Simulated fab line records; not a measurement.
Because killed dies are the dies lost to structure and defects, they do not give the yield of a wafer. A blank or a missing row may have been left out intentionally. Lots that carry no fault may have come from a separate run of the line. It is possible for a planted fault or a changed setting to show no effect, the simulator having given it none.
fab line records	flow gf180mcu
record: lots: 13	wafers: 39	last-day: 34
route steps=602 shown HV_LDD@196 PSD@261 NSD@262 SALICIDE@282 CONTACT@301
lots that met no fault: taken from a fault-free run of the same line
start-h: start of the lot's first displayed wafer, in hours after the record's first day	wait-h: how many hours have passed since the lot's step before this one	" same as the row above	L1.1+2: a row that stands for several wafers	- no value, or no start given	* or withheld: withheld	< > ~ a bound
route shown NAME@n: a module of which the file shows steps, and the number in the route of the first	usual: the fault-free wafers' mean and standard deviation	same: alike in all rows	chamber/n: place in a boat	sites: the reading at each site	_std_site: their standard deviation	_edge_site: the outer-site mean with the inner-site mean subtracted	radius-mm: how far each site lies from the wafer's centre	mask NAME#n: copy n	behind: tool/chamber where the wafer was last shaped	hold: cause of the lot's hold/its duration in hours/its outcome	device: whichever transistor did not switch (one of n, p or np)	end of line: at the end of the route, the tests of the same wafers	for a step that has no rows: nothing shown but its recipe	killed: not the wafer's yield, but the dies lost to structure and defects at the first sort	map: shows each die of a wafer: x if killed, . if not, _ if none is there
set.NAME: the setting as run; set.NAME@STEP: as run at that earlier step	model.NAME: the simulator's own value behind a step, which no gauge read
steps of the route over a sample of lots; a table a step, a row a wafer
== steps ==
step: GF_HV_LDD_OVL_MEAS_20
usual: HV_LDD_01_OVL: -0.2/1.2
lot.wafer	tool	chamber	start-h	wait-h	HV_LDD_01_OVL[nm]
L186.2	overlay-01	-	245.21	0.1	2.2
L186.4	"	-	"	"	0.3
L186.6	"	-	"	"	1.2
L187.2	overlay-02	-	253.79	0.1	-0.4
L187.5	"	-	"	"	-1.0
L187.6	"	-	"	"	0.3
L188.3	overlay-02	-	261.72	0.1	-0.6
L188.5	"	-	"	"	0.2
L188.6	"	-	"	"	-0.3
L189.2	overlay-01	-	267.59	0.1	-0.6
L189.3	"	-	"	"	0.9
L189.4	"	-	"	"	0.1
L190.1	overlay-02	-	277.54	0.1	-0.7
L190.4	"	-	"	"	0.1
L190.5	"	-	"	"	0.5
L191.2	overlay-02	-	281.26	0.1	1.2
L191.4	"	-	"	"	1.3
L191.5	"	-	"	"	0.4
L192.1	overlay-02	-	289.29	0.1	1.6
L192.3	"	-	"	"	0.2
L192.6	"	-	"	"	0.5
L193.1	overlay-01	-	294.48	0.1	1.7
L193.4	"	-	"	"	2.3
L193.6	"	-	"	"	-0.4
L194.2	overlay-01	-	305.14	0.1	-0.9
L194.3	"	-	"	"	-1.6
L194.6	"	-	"	"	-2.0
L203.1	overlay-01	-	370.88	0.1	-1.6
L203.5	"	-	"	"	-1.1
L203.6	"	-	"	"	-2.4
L204.3	overlay-02	-	384.56	0.1	-1.3
L204.5	"	-	"	"	-3.1
L204.6	"	-	"	"	-1.7
L206.3	overlay-02	-	392.97	0.1	-0.6
L206.5	"	-	"	"	-1.8
L206.6	"	-	"	"	0.0
L207.1	overlay-02	-	405.63	0.1	-1.5
L207.3	"	-	"	"	-0.7
L207.4	"	-	"	"	0.8
step: GF_PSD_RTA_13
recipe: temp-c: 1025	time-s: 20	ambient: N2
usual: lamp-power-pct: 31.5/1.4	wafer_temp_C_max: 1031.0/1.3
lot.wafer	tool	chamber	start-h	wait-h	lamp-power-pct	wafer_temp_C_max
L186.2	rtp-anneal-02	0	329.24	0.0	32.5	1032.0
L186.4	"	0	"	"	32.4	1029.4
L186.6	"	0	"	"	32.5	1029.3
L187.2	rtp-anneal-02	0	339.19	0.0	32.5	1030.0
L187.5	"	0	"	"	32.5	1031.0
L187.6	"	0	"	"	32.5	1030.1
L188.3	rtp-anneal-02	0	349.31	0.0	32.5	1030.8
L188.5	"	0	"	"	32.5	1031.0
L188.6	"	0	"	"	32.5	1031.0
L189.2	rtp-anneal-02	0	355.19	0.0	32.5	1029.3
L189.3	"	0	"	"	32.5	1032.4
L189.4	"	0	"	"	32.5	1030.5
L190.1	rtp-anneal-02	0	366.63	0.0	32.5	1030.6
L190.4	"	0	"	"	32.5	1033.1
L190.5	"	0	"	"	32.5	1031.6
L191.2	rtp-anneal-01	0	370.60	0.0	29.6	1030.7
L191.4	"	0	"	"	29.6	1030.4
L191.5	"	0	"	"	29.6	1033.1
L192.1	rtp-anneal-01	0	379.43	0.0	29.6	1031.4
L192.3	"	0	"	"	29.6	1030.9
L192.6	"	0	"	"	29.7	1031.0
L193.1	rtp-anneal-01	0	385.08	0.0	29.7	1033.0
L193.4	"	0	"	"	29.6	1032.0
L193.6	"	0	"	"	29.6	1032.5
L194.2	rtp-anneal-02	0	398.09	0.0	32.5	1030.1
L194.3	"	0	"	"	32.5	1031.5
L194.6	"	0	"	"	32.5	1030.6
L203.1	rtp-anneal-02	0	469.88	0.0	33.6	1029.4
L203.5	"	0	"	"	33.7	1031.8
L203.6	"	0	"	"	33.6	1030.7
L204.3	rtp-anneal-02	0	486.41	0.0	33.7	1030.7
L204.5	"	0	"	"	33.6	1031.7
L204.6	"	0	"	"	33.6	1029.8
L206.3	rtp-anneal-01	0	495.81	0.0	29.6	1032.3
L206.5	"	0	"	"	29.6	1032.2
L206.6	"	0	"	"	29.6	1034.8
L207.1	rtp-anneal-01	0	506.68	0.0	29.6	1030.7
L207.3	"	0	"	"	29.6	1033.0
L207.4	"	0	"	"	29.7	1031.2
step: GF_PSD_RS_MEAS_14
recipe: thk-meas-gauge: four-point-probe
usual: NSD_RS: 45.76/0.078
lot.wafer	tool	chamber	start-h	wait-h	NSD_RS[ohm/sq]
L186.2	film-metro-01	-	329.33	0.1	45.70
L186.4	"	-	"	"	45.63
L186.6	"	-	"	"	45.76
L187.2	film-metro-04	-	339.28	0.1	45.72
L187.5	"	-	"	"	45.83
L187.6	"	-	"	"	45.78
L188.3	film-metro-01	-	349.40	0.1	45.89
L188.5	"	-	"	"	45.83
L188.6	"	-	"	"	45.75
L189.2	film-metro-02	-	355.28	0.1	45.72
L189.3	"	-	"	"	45.79
L189.4	"	-	"	"	45.56
L190.1	film-metro-01	-	366.71	0.1	45.77
L190.4	"	-	"	"	45.75
L190.5	"	-	"	"	45.80
L191.2	film-metro-02	-	370.69	0.1	45.64
L191.4	"	-	"	"	45.70
L191.5	"	-	"	"	45.68
L192.1	film-metro-01	-	379.51	0.1	45.72
L192.3	"	-	"	"	45.88
L192.6	"	-	"	"	45.76
L193.1	film-metro-04	-	385.16	0.1	46.00
L193.4	"	-	"	"	45.88
L193.6	"	-	"	"	45.90
L194.2	film-metro-02	-	398.18	0.1	45.72
L194.3	"	-	"	"	45.62
L194.6	"	-	"	"	45.68
L203.1	film-metro-01	-	469.96	0.1	43.97
L203.5	"	-	"	"	44.02
L203.6	"	-	"	"	44.00
L204.3	film-metro-01	-	486.50	0.1	43.90
L204.5	"	-	"	"	43.99
L204.6	"	-	"	"	43.98
L206.3	film-metro-02	-	495.91	0.1	45.62
L206.5	"	-	"	"	45.72
L206.6	"	-	"	"	45.73
L207.1	film-metro-01	-	506.76	0.1	45.93
L207.3	"	-	"	"	45.81
L207.4	"	-	"	"	45.87
step: GF_PSD_RS_MEAS_15
recipe: thk-meas-gauge: four-point-probe
usual: PSD_RS: 108.50/0.26
lot.wafer	tool	chamber	start-h	wait-h	PSD_RS[ohm/sq]
L186.2	film-metro-01	-	329.45	0.1	108.25
L186.4	"	-	"	"	108.48
L186.6	"	-	"	"	108.38
L187.2	film-metro-04	-	339.40	0.1	108.04
L187.5	"	-	"	"	108.41
L187.6	"	-	"	"	108.28
L188.3	film-metro-01	-	349.52	0.1	108.86
L188.5	"	-	"	"	108.60
L188.6	"	-	"	"	108.89
L189.2	film-metro-02	-	355.40	0.1	108.33
L189.3	"	-	"	"	108.22
L189.4	"	-	"	"	108.14
L190.1	film-metro-01	-	366.83	0.1	108.67
L190.4	"	-	"	"	108.52
L190.5	"	-	"	"	108.64
L191.2	film-metro-02	-	370.81	0.1	108.06
L191.4	"	-	"	"	108.00
L191.5	"	-	"	"	108.12
L192.1	film-metro-01	-	379.63	0.1	108.59
L192.3	"	-	"	"	108.69
L192.6	"	-	"	"	108.77
L193.1	film-metro-04	-	385.28	0.1	108.91
L193.4	"	-	"	"	108.99
L193.6	"	-	"	"	108.85
L194.2	film-metro-02	-	398.30	0.1	108.71
L194.3	"	-	"	"	107.89
L194.6	"	-	"	"	108.32
L203.1	film-metro-01	-	470.08	0.1	102.50
L203.5	"	-	"	"	102.75
L203.6	"	-	"	"	102.80
L204.3	film-metro-01	-	486.62	0.1	102.77
L204.5	"	-	"	"	102.72
L204.6	"	-	"	"	103.11
L206.3	film-metro-02	-	496.03	0.1	108.49
L206.5	"	-	"	"	108.34
L206.6	"	-	"	"	108.05
L207.1	film-metro-01	-	506.88	0.1	108.85
L207.3	"	-	"	"	108.51
L207.4	"	-	"	"	108.94
step: GF_SALICIDE_RS_MEAS_04
recipe: thk-meas-gauge: four-point-probe	reads: TiN_of_SALICIDE_SPUTTER_03+Co_of_SALICIDE_SPUTTER_02
usual: SALICIDE_TIN_RS: 16.29/0.28
lot.wafer	tool	chamber	start-h	wait-h	SALICIDE_TIN_RS[ohm/sq]
L186.2	film-metro-03	-	352.44	0.0	16.74
L186.4	"	-	"	"	16.25
L186.6	"	-	"	"	16.54
L187.2	film-metro-01	-	361.76	0.0	16.23
L187.5	"	-	"	"	16.73
L187.6	"	-	"	"	16.39
L188.3	film-metro-03	-	372.07	0.1	16.32
L188.5	"	-	"	"	16.54
L188.6	"	-	"	"	16.13
L189.2	film-metro-02	-	378.28	0.0	16.37
L189.3	"	-	"	"	16.54
L189.4	"	-	"	"	16.48
L190.1	film-metro-03	-	389.08	0.0	16.47
L190.4	"	-	"	"	16.48
L190.5	"	-	"	"	16.21
L191.2	film-metro-02	-	393.52	0.0	16.65
L191.4	"	-	"	"	16.71
L191.5	"	-	"	"	16.40
L192.1	film-metro-02	-	402.63	0.0	15.94
L192.3	"	-	"	"	16.52
L192.6	"	-	"	"	16.08
L193.1	film-metro-03	-	409.11	0.0	16.05
L193.4	"	-	"	"	16.51
L193.6	"	-	"	"	16.56
L194.2	film-metro-03	-	421.77	0.0	16.43
L194.3	"	-	"	"	16.45
L194.6	"	-	"	"	16.55
L203.1	film-metro-02	-	494.87	0.0	16.48
L203.5	"	-	"	"	16.26
L203.6	"	-	"	"	16.49
L204.3	film-metro-02	-	510.97	0.1	16.14
L204.5	"	-	"	"	16.63
L204.6	"	-	"	"	15.93
L206.3	film-metro-03	-	520.26	0.1	16.18
L206.5	"	-	"	"	16.62
L206.6	"	-	"	"	16.27
L207.1	film-metro-02	-	530.73	0.0	15.68
L207.3	"	-	"	"	15.91
L207.4	"	-	"	"	15.97
step: GF_CONTACT_CD_MEAS_14
recipe: target-cd-nm: 220
usual: cd-nm: 219.7/1.4
lot.wafer	tool	chamber	start-h	wait-h	cd-nm
L186.2	cd-sem-02	-	375.78	0.1	222.2
L186.4	"	-	"	"	222.7
L186.6	"	-	"	"	222.9
L187.2	cd-sem-01	-	385.28	0.1	220.2
L187.5	"	-	"	"	217.9
L187.6	"	-	"	"	221.4
L188.3	cd-sem-01	-	395.25	0.1	219.6
L188.5	"	-	"	"	221.1
L188.6	"	-	"	"	220.2
L189.2	cd-sem-02	-	400.85	0.1	218.1
L189.3	"	-	"	"	218.8
L189.4	"	-	"	"	217.9
L190.1	cd-sem-02	-	414.31	0.1	220.0
L190.4	"	-	"	"	218.8
L190.5	"	-	"	"	220.2
L191.2	cd-sem-02	-	418.48	0.1	220.0
L191.4	"	-	"	"	220.2
L191.5	"	-	"	"	220.2
L192.1	cd-sem-02	-	427.18	0.1	219.1
L192.3	"	-	"	"	220.0
L192.6	"	-	"	"	217.6
L193.1	cd-sem-01	-	433.66	0.1	220.5
L193.4	"	-	"	"	220.3
L193.6	"	-	"	"	218.3
L194.2	cd-sem-02	-	446.30	0.1	221.7
L194.3	"	-	"	"	222.3
L194.6	"	-	"	"	221.6
L203.1	cd-sem-02	-	518.76	0.1	219.9
L203.5	"	-	"	"	219.4
L203.6	"	-	"	"	220.0
L204.3	cd-sem-02	-	534.65	0.1	220.0
L204.5	"	-	"	"	220.7
L204.6	"	-	"	"	221.1
L206.3	cd-sem-01	-	543.90	0.1	218.0
L206.5	"	-	"	"	218.6
L206.6	"	-	"	"	218.0
L207.1	cd-sem-02	-	554.56	0.1	218.5
L207.3	"	-	"	"	218.3
L207.4	"	-	"	"	217.9
== key ==
first-sign: step: GF_PSD_RTA_13	reading: lamp-power-pct	direction: up	sigmas: 1.5	usual: 31.5	struck: 33.6
effect: step: GF_PSD_RS_MEAS_14	reading: NSD_RS	direction: down	sigmas: 23	usual: 45.76	struck: 43.98
effect: step: GF_PSD_RS_MEAS_15	reading: PSD_RS	direction: down	sigmas: 22	usual: 108.50	struck: 102.78
met-at GF_PSD_RTA_13
struck-lots L203,L204
tester-left-out L203,L204
not-acting-at GF_HV_LDD_OVL_MEAS_20,GF_SALICIDE_RS_MEAS_04,GF_CONTACT_CD_MEAS_14
onset-between 398.09 469.88
fault: kind: process-parameter-drift	tool: rtp-anneal-02	chamber: -	onset-h: 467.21	steps: GF_PSD_RTA_13	channel: temp-c	offset: *	shape: step	end-h: 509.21	acts-in: *	stated: *
tester-left-out: of these lots the tester's yield and bins aren't shown, on N5 and GAA mostly nor the transistor test; their killed dies are dies lost to structure and defects alone, not to doping, threshold or leakage, so they don't give the yield
